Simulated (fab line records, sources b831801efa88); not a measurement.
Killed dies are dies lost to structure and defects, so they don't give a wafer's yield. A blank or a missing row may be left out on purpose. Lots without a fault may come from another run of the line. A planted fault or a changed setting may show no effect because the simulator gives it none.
Which tool did it? | flow gf180mcu | 13 lots, 39 wafers sampled, at 6 steps of a route of 602

WHAT THE GAUGES READ, wafer by wafer
GF_NWELL_OVL_MEAS_07. Usual: NWELL_OVL -0.4 nm, standard deviation 1.4.
lot  | measured    | on         | NWELL_OVL (nm) | flag
L115 | day 3 10:55 | overlay-01 | 1.7 0.3 -1.3   |
L116 | day 3 13:58 | overlay-01 | -0.4 -0.9 -1.8 |
L117 | day 3 18:19 | overlay-01 | -2.1 -2.8 -2.9 |
L118 | day 3 23:58 | overlay-01 | -2.0 1.7 0.3   |
L120 | day 4 10:34 | overlay-01 | -0.6 -0.6 0.1  |
L128 | day 6 06:46 | overlay-01 | -1.4 -1.1 -0.5 |
L129 | day 6 12:55 | overlay-01 | -1.2 -0.5 2.5  |
L130 | day 6 17:31 | overlay-02 | 0.1 -0.4 1.8   |
L133 | day 7 08:43 | overlay-01 | -2.7 -1.1 -1.4 |
L134 | day 7 14:49 | overlay-02 | -1.7 -4.6 -4.2 |
L135 | day 7 21:28 | overlay-01 | 0.8 -2.3 -1.0  |
L136 | day 8 03:28 | overlay-02 | -2.2 -0.6 -0.8 |
L138 | day 8 12:52 | overlay-01 | -0.9 -1.2 0.9  |

GF_LVPWELL_TW_MEAS_11. Usual: LVPWELL_TW 558, standard deviation 3.7.
lot  | measured    | on            | LVPWELL_TW  | flag
L115 | day 4 00:50 | film_metro-03 | 550 554 552 |
L116 | day 4 03:48 | film_metro-04 | 559 559 562 |
L117 | day 4 07:55 | film_metro-03 | 555 549 555 |
L118 | day 4 14:25 | film_metro-02 | 227 220 224 | OFF
L120 | day 5 00:52 | film_metro-03 | 554 552 553 |
L128 | day 6 22:21 | film_metro-02 | 560 561 559 |
L129 | day 7 04:27 | film_metro-04 | 562 562 560 |
L130 | day 7 10:16 | film_metro-04 | 561 560 562 |
L133 | day 8 01:22 | film_metro-02 | 557 556 554 |
L134 | day 8 07:38 | film_metro-04 | 562 565 563 |
L135 | day 8 15:17 | film_metro-02 | 560 559 555 |
L136 | day 8 20:50 | film_metro-04 | 564 564 565 |
L138 | day 9 06:51 | film_metro-02 | 559 557 558 |

GF_VT_IMPLANT_TW_MEAS_10. Usual: VT_IMPLANT_TW 560.2, standard deviation 2.7.
lot  | measured     | on            | VT_IMPLANT_TW     | flag
L115 | day 5 20:14  | film_metro-01 | 562.1 557.1 556.3 |
L116 | day 5 23:34  | film_metro-01 | 557.3 559.5 557.1 |
L117 | day 6 04:43  | film_metro-01 | 559.6 561.9 560.8 |
L118 | day 6 10:52  | film_metro-02 | 565.7 565.5 565.4 |
L120 | day 6 21:17  | film_metro-01 | 560.2 561.7 561.3 |
L128 | day 8 23:35  | film_metro-03 | 560.5 561.7 559.6 |
L129 | day 9 06:33  | film_metro-02 | 561.7 559.1 560.3 |
L130 | day 9 12:25  | film_metro-02 | 559.8 561.0 562.0 |
L133 | day 10 04:43 | film_metro-03 | 558.6 559.9 560.5 |
L134 | day 10 11:47 | film_metro-03 | 565.3 560.8 562.5 |
L135 | day 10 20:44 | film_metro-02 | 560.9 563.0 565.1 |
L136 | day 11 02:09 | film_metro-01 | 563.1 563.6 560.1 |
L138 | day 11 12:09 | film_metro-01 | 560.4 562.9 563.9 |

WHICH TOOL RAN EACH LOT (tool, then ch and the chambers of the sampled wafers, then the start)
lot  | GF_STI_STRIP_15                     | GF_NWELL_STRIP_10                   | GF_LVPWELL_STRIP_10
L115 | plasma_asher-01 ch 0,1, day 2 03:26 | plasma_asher-03 ch 0,1, day 3 11:14 | plasma_asher-03 ch 0,1, day 4 00:44
L116 | plasma_asher-01 ch 0,1, day 2 08:08 | plasma_asher-04 ch 0,1, day 3 14:18 | plasma_asher-03 ch 0,1, day 4 03:41
L117 | plasma_asher-02 ch 0,1, day 2 11:23 | plasma_asher-04 ch 0,1, day 3 18:40 | plasma_asher-02 ch 0,1, day 4 07:50
L118 | plasma_asher-02 ch 0,1, day 2 16:47 | plasma_asher-02 ch 0,1, day 4 00:18 | plasma_asher-03 ch 0,1, day 4 14:19
L120 | plasma_asher-02 ch 0,1, day 3 03:59 | plasma_asher-04 ch 0,1, day 4 10:53 | plasma_asher-03 ch 0,1, day 5 00:46
L128 | plasma_asher-01 ch 0,1, day 4 21:29 | plasma_asher-02 ch 0,1, day 6 07:05 | plasma_asher-03 ch 0,1, day 6 22:15
L129 | plasma_asher-02 ch 0,1, day 5 02:08 | plasma_asher-02 ch 0, day 6 13:15   | plasma_asher-03 ch 0,1, day 7 04:20
L130 | plasma_asher-02 ch 0,1, day 5 06:32 | plasma_asher-02 ch 0,1, day 6 17:50 | plasma_asher-01 ch 0,1, day 7 10:09
L133 | plasma_asher-02 ch 0,1, day 5 22:29 | plasma_asher-02 ch 0,1, day 7 09:03 | plasma_asher-02 ch 0,1, day 8 01:15
L134 | plasma_asher-02 ch 0,1, day 6 03:08 | plasma_asher-04 ch 0,1, day 7 15:09 | plasma_asher-03 ch 0,1, day 8 07:32
L135 | plasma_asher-01 ch 0,1, day 6 09:14 | plasma_asher-02 ch 0,1, day 7 22:55 | plasma_asher-03 ch 0, day 8 15:11
L136 | plasma_asher-04 ch 0,1, day 6 15:35 | plasma_asher-02 ch 0,1, day 8 03:48 | plasma_asher-02 ch 0,1, day 8 20:44
L138 | plasma_asher-01 ch 0,1, day 7 00:07 | plasma_asher-02 ch 0,1, day 8 13:11 | plasma_asher-03 ch 1, day 9 06:44
- GF_STI_STRIP_15: strips in O2/N2.
- GF_NWELL_STRIP_10: strips in O2/N2.
- GF_LVPWELL_STRIP_10: strips in O2/N2.

WHAT THE TOOLS THEMSELVES READ (means of the sampled wafers that have a number; where no wafer has one, the mark that the record gives instead)
GF_STI_STRIP_15. Usual: drypump_motor_current_A 5.8 A, standard deviation 0.32; heater_power_w 327 W, standard deviation 38; oes_product_au 0.385 a.u., standard deviation 0.0047; strip_time_to_endpoint_s 3.74 s, standard deviation 0.035.
lot  | tool            | drypump_motor_current_A (A) | heater_power_w (W) | oes_product_au (a.u.) | strip_time_to_endpoint_s (s) | flag
L115 | plasma_asher-01 | 6.1                         | 274                | 0.388                 | 3.70                         |
L116 | plasma_asher-01 | 6.2                         | 273                | 0.383                 | 3.77                         |
L117 | plasma_asher-02 | 5.8                         | 356                | 0.385                 | 3.72                         |
L118 | plasma_asher-02 | 5.9                         | 350                | 0.384                 | 3.71                         |
L120 | plasma_asher-02 | 5.9                         | 345                | 0.386                 | 3.78                         |
L128 | plasma_asher-01 | 6.1                         | 283                | 0.384                 | 3.74                         |
L129 | plasma_asher-02 | 5.9                         | 352                | 0.390                 | 3.76                         |
L130 | plasma_asher-02 | 5.8                         | 359                | 0.383                 | 3.76                         |
L133 | plasma_asher-02 | 5.8                         | 345                | 0.382                 | 3.72                         |
L134 | plasma_asher-02 | 5.9                         | 348                | 0.384                 | 3.76                         |
L135 | plasma_asher-01 | 6.1                         | 272                | 0.380                 | 3.71                         |
L136 | plasma_asher-04 | 5.4                         | 346                | 0.384                 | 3.73                         |
L138 | plasma_asher-01 | 6.2                         | 270                | 0.386                 | 3.76                         |

GF_NWELL_STRIP_10. Usual: drypump_motor_current_A 5.5 A, standard deviation 0.39; heater_power_w 338 W, standard deviation 25; oes_product_au 0.723 a.u., standard deviation 0.0043; strip_time_to_endpoint_s 36.93 s, standard deviation 0.11.
lot  | tool            | drypump_motor_current_A (A) | heater_power_w (W) | oes_product_au (a.u.) | strip_time_to_endpoint_s (s) | flag
L115 | plasma_asher-03 | 5.1                         | 331                | 0.720                 | 37.03                        |
L116 | plasma_asher-04 | 5.6                         | 318                | 0.724                 | 36.88                        |
L117 | plasma_asher-04 | 5.4                         | 352                | 0.723                 | 36.84                        |
L118 | plasma_asher-02 | 5.9                         | 349                | 0.959                 | -                            | OFF
L120 | plasma_asher-04 | 5.4                         | 342                | 0.723                 | 36.82                        |
L128 | plasma_asher-02 | 5.9                         | 345                | 0.725                 | 37.06                        |
L129 | plasma_asher-02 | 6.1                         | 348                | 0.720                 | 36.71                        |
L130 | plasma_asher-02 | 5.8                         | 340                | 0.722                 | 36.84                        |
L133 | plasma_asher-02 | 5.8                         | 344                | 0.726                 | 36.89                        |
L134 | plasma_asher-04 | 5.4                         | 349                | 0.721                 | 36.90                        |
L135 | plasma_asher-02 | 5.8                         | 348                | 0.722                 | 36.98                        |
L136 | plasma_asher-02 | 5.8                         | 339                | 0.723                 | 36.94                        |
L138 | plasma_asher-02 | 5.9                         | 348                | 0.720                 | 36.98                        |

GF_LVPWELL_STRIP_10. Usual: drypump_motor_current_A 5.6 A, standard deviation 0.47; heater_power_w 320 W, standard deviation 32; oes_product_au 0.722 a.u., standard deviation 0.0047; strip_time_to_endpoint_s 37.02 s, standard deviation 0.098.
lot  | tool            | drypump_motor_current_A (A) | heater_power_w (W) | oes_product_au (a.u.) | strip_time_to_endpoint_s (s) | flag
L115 | plasma_asher-03 | 5.1                         | 328                | 0.718                 | 37.04                        |
L116 | plasma_asher-03 | 5.1                         | 336                | 0.718                 | 37.00                        |
L117 | plasma_asher-02 | 5.9                         | 351                | 0.720                 | 37.02                        |
L118 | plasma_asher-03 | 5.2                         | 331                | 0.725                 | 48.15                        | OFF
L120 | plasma_asher-03 | 5.2                         | 324                | 0.726                 | 36.99                        |
L128 | plasma_asher-03 | 5.1                         | 331                | 0.719                 | 36.91                        |
L129 | plasma_asher-03 | 5.2                         | 328                | 0.724                 | 37.08                        |
L130 | plasma_asher-01 | 6.1                         | 275                | 0.721                 | 36.96                        |
L133 | plasma_asher-02 | 5.8                         | 339                | 0.724                 | 36.88                        |
L134 | plasma_asher-03 | 5.2                         | 329                | 0.724                 | 37.11                        |
L135 | plasma_asher-03 | 4.9                         | 343                | 0.723                 | 37.12                        |
L136 | plasma_asher-02 | 5.8                         | 348                | 0.722                 | 37.02                        |
L138 | plasma_asher-03 | 5.4                         | 323                | 0.721                 | 36.85                        |

THE ANSWER, worked out from the rows above alone
Rule: a lot is off if the mean of its wafers that have a number lies more than 3 standard deviations from the usual mean. A lot without any number at a reading at which 4 lots or more have one is off too. The other lots that the step has rows for count as sound. The gauges are gone through in route order, then the tools' own readings, and for those a lot's mean is taken as printed above. The first step at which some lot is off is used, and at that step the reading that is off furthest; a lot without a number counts as furthest.
Off: L118, at GF_LVPWELL_TW_MEAS_11 (LVPWELL_TW).
A tool fits if, at a process step before that reading, it ran every lot that is off, and no sound lot after the first of them. The gauges at GF_LVPWELL_TW_MEAS_11 aren't tried: what is off there is off at GF_NWELL_STRIP_10 too, on other tools, and a gauge's error can't cause that. None of those tried fits.

WHAT THE SIMULATOR HAD PUT IN
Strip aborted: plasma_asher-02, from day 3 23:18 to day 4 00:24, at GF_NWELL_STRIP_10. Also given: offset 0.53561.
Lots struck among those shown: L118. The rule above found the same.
